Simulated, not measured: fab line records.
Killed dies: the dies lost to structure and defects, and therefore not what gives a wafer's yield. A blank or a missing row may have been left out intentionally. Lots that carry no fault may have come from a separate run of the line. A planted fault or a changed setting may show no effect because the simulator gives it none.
Chamber matching + flow sfqLine + 4 sister chambers for SFQ_TRILAYER_L0_VIA_BARC_OPEN_VIA_ETCH_021 on rieDiel-03
The step etches BARC in O2, target depth 125 nm, time 41.7 s. 8 wafers are shown with their chamber, then 7 later ones without.

== WAFERS WITH THEIR CHAMBER ==
| wafer  | chamber | drypumpMotorCurrentA (A) | oesProductAu (a.u.) |
|--------|---------|--------------------------|---------------------|
| L793.5 | 2       | 6.7                      | 0.682               |
| L794.1 | 2       | 6.7                      | 0.683               |
| L796.6 | 3       | 6.3                      | 0.681               |
| L809.1 | 0       | 6.1                      | 0.687               |
| L809.3 | 3       | 6.3                      | 0.685               |
| L809.4 | 1       | 5.3                      | 0.686               |
| L811.2 | 1       | 5.2                      | 0.688               |
| L811.3 | 0       | 6.1                      | 0.683               |

== WAFERS MISSING THEIR CHAMBER ==
| wafer  | drypumpMotorCurrentA (A) | oesProductAu (a.u.) |
|--------|--------------------------|---------------------|
| L811.6 | 6.1                      | 0.683               |
| L813.2 | 5.3                      | 0.682               |
| L813.3 | 6.7                      | 0.688               |
| L813.4 | 6.1                      | 0.687               |
| L814.1 | 6.1                      | 0.682               |
| L814.3 | 5.3                      | 0.684               |
| L814.5 | 6.3                      | 0.683               |

== WHICH CHAMBER EACH WENT THROUGH ==
| wafer  | from the rows above | in truth |
|--------|---------------------|----------|
| L811.6 | 0                   | 0        |
| L813.2 | 1                   | 1        |
| L813.3 | 2                   | 2        |
| L813.4 | 0                   | 0        |
| L814.1 | 0                   | 0        |
| L814.3 | 1                   | 1        |
| L814.5 | 3                   | 3        |
Correctly placed: 7 of 7. From these rows, 0 cannot be placed. Placed wrongly: 0.
How it was worked out, from the rows above alone: a wafer's distance from a chamber is the root of the sum, over the readings, of the square of ((its reading less the chamber's mean) divided by the reading's scatter). The wafer belongs to the nearest chamber; if the next one is less than 2 further off, it can't be placed. A chamber's mean is the mean of its shown wafers. How the scatter is found: for the shown wafers, subtract from each reading the mean of its chamber, square and add these, divide the total by (wafers less chambers), then take the root.
